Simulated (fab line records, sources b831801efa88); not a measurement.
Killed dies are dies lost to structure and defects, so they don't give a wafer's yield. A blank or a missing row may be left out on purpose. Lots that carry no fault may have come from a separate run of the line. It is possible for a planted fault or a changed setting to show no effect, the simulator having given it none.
Comparing a struck lot with a sound one    flow sky130    19 steps out of a route of 708
Sound: wafers L407.2, L407.4, L407.6. Wafers L415.1, L415.2, L415.3 were the ones struck. Last of all comes the cause.
Per side, at each step with rows, come the tool, then ch with its chambers, and then its first start. Under that, the readings that differ: sound wafers    struck wafers    difference of the means    sigmas: that difference in standard deviations of wafers without a fault.
alike: readings whose means differ by less than 2 such deviations, and words and numbers that are the same on both sides. not compared: withheld readings, readings that some wafer has no value for, bounds like >300 that may hide the same value, and numbers for which the record gives no deviation and whose values overlap.
The two part at a step that has a row with sigmas, a row that says differs or no value, or rows on one side only. Numbers that have no deviation but don't overlap get no sigmas and don't part them. Lack of a reading on every wafer of one side parts them only where that side has two or more wafers.

first, 3 steps without rows for these wafers: SKY_VT_ADJUST_NCORE_EXPOSE_04 (exposes mask LVTN COMPLEMENT THIN, target cd 380 nm); SKY_VT_ADJUST_NCORE_PEB_05; SKY_VT_ADJUST_NCORE_DEVELOP_06 (develop time 60 s).
SKY_VT_ADJUST_NCORE_CD_MEAS_07 targets a cd of 380 nm.
  struck on cdSem-02, day 11 00:12; sound on cdSem-02, day 8 16:51
  alike: cdNm
SKY_VT_ADJUST_NCORE_OVL_MEAS_08:
  struck on overlay-02, day 11 00:19; sound on overlay-01, day 8 16:58
  alike: VT_ADJUST_NCORE_OVL
then, 1 step without rows for these wafers: SKY_VT_ADJUST_NCORE_IMPLANT_09.
SKY_VT_ADJUST_NCORE_STRIP_10: strips in O2/N2.
  sound on plasmaAsher-03 ch 0,1, day 8 17:08; struck on plasmaAsher-01 ch 0,1, day 11 00:31
  alike: drypumpMotorCurrentA, n2FlowSccm, o2FlowSccm, oesProductAu, stripTimeToEndpointS
  not compared: rfHoursCounterH
SKY_VT_ADJUST_NCORE_TW_MEAS_11:
  struck on filmMetro-02, day 11 00:37; sound on filmMetro-01, day 8 17:15
  alike: VT_ADJUST_NCORE_TW
then, 4 steps without rows for these wafers: SKY_VT_ADJUST_HVTR_DEHYDRATE_00 (time 60 s); SKY_VT_ADJUST_HVTR_HMDS_01 (prime time 60 s); SKY_VT_ADJUST_HVTR_COAT_02 (resist thk 1140 nm); SKY_VT_ADJUST_HVTR_SOFTBAKE_03 (time 60 s).
SKY_VT_ADJUST_HVTR_EXPOSE_04: exposes mask HVTRM, target cd 380 nm.
  sound on ilineStepper-02 ch 0, day 9 04:06; struck on ilineStepper-02 ch 0, day 11 12:26
reading                               sound           struck                difference  sigmas
model.VT_ADJUST_HVTR.overlayXNm (nm)  0.33 0.33 0.33  -107.1 -107.1 -107.1  -107.4      
  alike: mask, reticleTempC
then, 2 steps without rows for these wafers: SKY_VT_ADJUST_HVTR_PEB_05; SKY_VT_ADJUST_HVTR_DEVELOP_06 (develop time 60 s).
SKY_VT_ADJUST_HVTR_CD_MEAS_07 targets a cd of 380 nm.
  struck on cdSem-01, day 12 00:24; sound on cdSem-01, day 9 15:25
  alike: cdNm
SKY_VT_ADJUST_HVTR_OVL_MEAS_08:
  struck on overlay-02, day 12 00:31; sound on overlay-02, day 9 15:31
reading                  sound           struck                difference  sigmas
VT_ADJUST_HVTR_OVL (nm)  -1.6 -0.8 -1.7  -108.2 -109.2 -109.8  -107.7      -77
then, 1 step without rows for these wafers: SKY_VT_ADJUST_HVTR_IMPLANT_09.
-- record jumps: 36 days separate the struck wafers' starts on either side; left off in module VT_ADJUST_HVTR, taken up again in module PAD_OPEN, whose first shown step is the route's number 708 --
SKY_PAD_OPEN_PROBE_99:
  struck on prober-02, day 48 02:01; sound on prober-02, day 45 22:34
reading                                sound                    struck                   difference  sigmas
model.etest.pfet_01v8_mvt.driveUaUm    152.1 153.7 152.8        138.9 144.3 141.8        -11.2       
model.etest.pfet_01v8_mvt.offLog10AUm  -10.98 -10.82 -10.71     -11.93 -11.65 -11.78     -0.95       
model.etest.pfet_01v8_mvt.vtSatV (V)   -0.5809 -0.5816 -0.5746  -0.677 -0.6587 -0.669    -0.089      
model.etest.pfet_01v8_mvt.vtV (V)      -0.6627 -0.6666 -0.6596  -0.7475 -0.7387 -0.7437  -0.0803     

WHERE THEY PART
Only at SKY_VT_ADJUST_HVTR_OVL_MEAS_08, as far as this record shows.

WHY: what had been put in by the simulator
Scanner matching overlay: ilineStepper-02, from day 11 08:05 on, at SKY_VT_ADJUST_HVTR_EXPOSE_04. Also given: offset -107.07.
